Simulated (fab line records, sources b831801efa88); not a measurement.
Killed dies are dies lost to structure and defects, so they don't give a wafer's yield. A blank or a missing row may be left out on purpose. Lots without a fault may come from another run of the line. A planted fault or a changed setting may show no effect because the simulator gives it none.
A struck lot beside a sound one | flow sfq_line | 14 steps out of a route of 325
Sound: wafers L886.2, L886.4, L886.5. Struck: wafer L898.6. (L898.2, L898.5 of the same lot were not struck and are left out.) The cause comes at the end.
At each step with rows: each side's tool, then ch and its chambers, then its first start. Under that, the readings that differ: sound wafers | struck wafers | difference of the means | sigmas: that difference in standard deviations of wafers without a fault.
alike: readings whose means differ by less than 2 such deviations, and words and numbers that are the same on both sides. not compared: withheld readings, readings that some wafer has no value for, bounds like >300 that may hide the same value, and numbers for which the record gives no deviation and whose values overlap.
The two part at a step that has a row with sigmas, a row that says differs or no value, or rows on one side only. Numbers that don't overlap but have no deviation are shown without sigmas and don't part them. A reading that every wafer of one side lacks parts them only if that side has two wafers or more.

SFQ_TRILAYER_JJ_CE_ETCH_RIE_118: chemistry SF6, target Nb, stops on Al2O3, time 97.7 s, target depth 170 nm.
  sound on rie_metal-02 ch 0,1, day 50 23:10; struck on rie_metal-03 ch 0, day 63 09:13
  alike: drypump_motor_current_A, oes_product_au
  not compared: rf_hours_counter_h
then, 1 step without rows for these wafers: SFQ_TRILAYER_JJ_ANODIZE_ANODIZE_119.
SFQ_TRILAYER_JJ_CE_STRIP_STRIP_120: strips in O2.
  sound on rie_metal-04 ch 0,1, day 50 23:47; struck on rie_metal-03 ch 1, day 63 09:50
  alike: drypump_motor_current_A, oes_product_au
  not compared: rf_hours_counter_h
then, 7 steps without rows for these wafers: SFQ_TRILAYER_JJ_CE_STRIP_SOLV_CLEAN_121 (cleans in NMP, time 600 s); SFQ_TRILAYER_M5_LITHO_COAT_128 (resist thk 62 nm); SFQ_TRILAYER_M5_LITHO_COAT_123 (resist thk 600 nm); SFQ_TRILAYER_M5_LITHO_SOFTBAKE_127; SFQ_TRILAYER_M5_LITHO_EXPOSE_124 (exposes mask M5, target cd 700 nm); SFQ_TRILAYER_M5_LITHO_PEB_126 (peb time 60 s); SFQ_TRILAYER_M5_LITHO_DEVELOP_125 (time 60 s).
-- the record jumps here: 4 days lie between the struck wafers' starts before and after --
SFQ_M5_OVL_MEAS_932:
  sound on overlay-02, day 51 07:31; struck on overlay-02, day 67 16:44
  alike: M5_OVL
SFQ_TRILAYER_M5_BARC_OPEN_METAL_ETCH_161: etches BARC in O2, target depth 125 nm, time 41.7 s.
  sound on rie_metal-01 ch 0,1, day 51 07:33; struck on rie_metal-04 ch 1, day 67 16:46
  reading          | sound             | struck | difference | sigmas
  run_length_s (s) | 69.89 70.10 69.96 | 69.37  | -0.61      | -2
  alike: drypump_motor_current_A, oes_product_au
  not compared: rf_hours_counter_h
SFQ_TRILAYER_M5_ETCH_METAL_ETCH_126: etches Nb in Cl2/BCl3, stops on SiO2, time 203.2 s, target depth 265 nm.
  sound on rie_metal-01 ch 0,1, day 51 07:37; struck on rie_metal-04 ch 1, day 67 16:49
  reading                                             | sound                | struck | difference | sigmas
  oes_product_au (a.u.)                               | 0.732 0.735 0.726    | 0.909  | +0.178     | +31
  run_length_s (s)                                    | 231.62 231.41 231.70 | 191.14 | -40.44     | -99 or more
  model.KrF_of_TRILAYER_M5_LITHO_COAT_123.thk_nm (nm) | 375.4 367 375.8      | 399    | +26        |
  model.M5.feature_depth_nm (nm)                      | 163 163.3 163.3      | 160.6  | -2.6       |
  alike: drypump_motor_current_A
  not compared: rf_hours_counter_h, model.SiO2_of_TRILAYER_I4_DEP_PECVD_099.thk_nm
SFQ_TRILAYER_M5_STRIP_STRIP_127: strips in O2.
  sound on rie_metal-01 ch 0,1, day 51 07:49; struck on rie_metal-04 ch 1, day 67 17:01
  reading               | sound             | struck | difference | sigmas
  oes_product_au (a.u.) | 0.989 1.003 0.982 | 1.013  | +0.022     | +3
  alike: drypump_motor_current_A
  not compared: rf_hours_counter_h

WHERE THEY PART
First at SFQ_TRILAYER_M5_BARC_OPEN_METAL_ETCH_161; last, within this record, at SFQ_TRILAYER_M5_STRIP_STRIP_127.

WHY: what the simulator had put in
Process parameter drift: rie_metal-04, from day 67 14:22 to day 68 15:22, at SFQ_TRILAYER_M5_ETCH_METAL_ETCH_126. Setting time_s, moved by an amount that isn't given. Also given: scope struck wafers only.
